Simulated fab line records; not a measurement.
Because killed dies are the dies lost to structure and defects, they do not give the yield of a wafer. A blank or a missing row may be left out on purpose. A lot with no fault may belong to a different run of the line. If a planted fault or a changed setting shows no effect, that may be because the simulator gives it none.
Chamber matching + flow sky130 + 4 sister chambers for SKY_POLY_GATE_ETCH_15 on rie-diel-04
The step etches BARC in N2/H2, stops on SiO2, time 118.5 s, target depth 110 nm. 8 wafers are shown with their chamber, then 8 later ones without.

WAFERS PAIRED WITH THEIR CHAMBERS
| wafer  | chamber | drypump-motor-current-A (A) | chamber-pressure-mTorr (mTorr) |
|--------|---------|-----------------------------|--------------------------------|
| L445.5 | 0       | 6.5                         | 29.962                         |
| L445.6 | 3       | 6.1                         | 29.959                         |
| L446.4 | 3       | 6.1                         | 30.020                         |
| L446.6 | 2       | 5.0                         | 30.032                         |
| L447.2 | 2       | 5.0                         | 30.019                         |
| L447.3 | 1       | 5.1                         | 29.975                         |
| L447.5 | 1       | 5.1                         | 29.986                         |
| L452.1 | 0       | 6.4                         | 30.013                         |

WAFERS WITHOUT THEIR CHAMBER
| wafer  | drypump-motor-current-A (A) | chamber-pressure-mTorr (mTorr) |
|--------|-----------------------------|--------------------------------|
| L452.2 | 6.1                         | 29.999                         |
| L452.6 | 5.2                         | 29.969                         |
| L455.1 | 5.1                         | 29.990                         |
| L455.3 | 6.1                         | 29.987                         |
| L455.6 | 5.0                         | 29.981                         |
| L456.2 | 5.0                         | 29.998                         |
| L456.4 | 5.2                         | 29.964                         |
| L456.6 | 6.1                         | 30.044                         |

EACH ONE'S CHAMBER
| wafer  | from the rows above     | in truth |
|--------|-------------------------|----------|
| L452.2 | 3                       | 3        |
| L452.6 | 1                       | 1        |
| L455.1 | 1                       | 1        |
| L455.3 | 3                       | 3        |
| L455.6 | can't be placed: 2 or 1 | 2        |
| L456.2 | can't be placed: 2 or 1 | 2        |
| L456.4 | 1                       | 1        |
| L456.6 | 3                       | 3        |
6 of 8 placed correctly. Can't be placed from these rows: 2 (the true chamber is among the candidates in 2). Wrongly placed: 0.
How it was worked out, from the rows above alone: a wafer's distance from a chamber is the root of the sum, over the readings, of the square of ((its reading less the chamber's mean) divided by the reading's scatter). The wafer belongs to the nearest chamber; if the next one is less than 2 further off, it can't be placed. Each chamber's mean is taken over the wafers shown for it. The scatter: take each reading less its chamber's mean, square it, sum over the shown wafers, divide by the number of wafers less the number of chambers, and take the root.
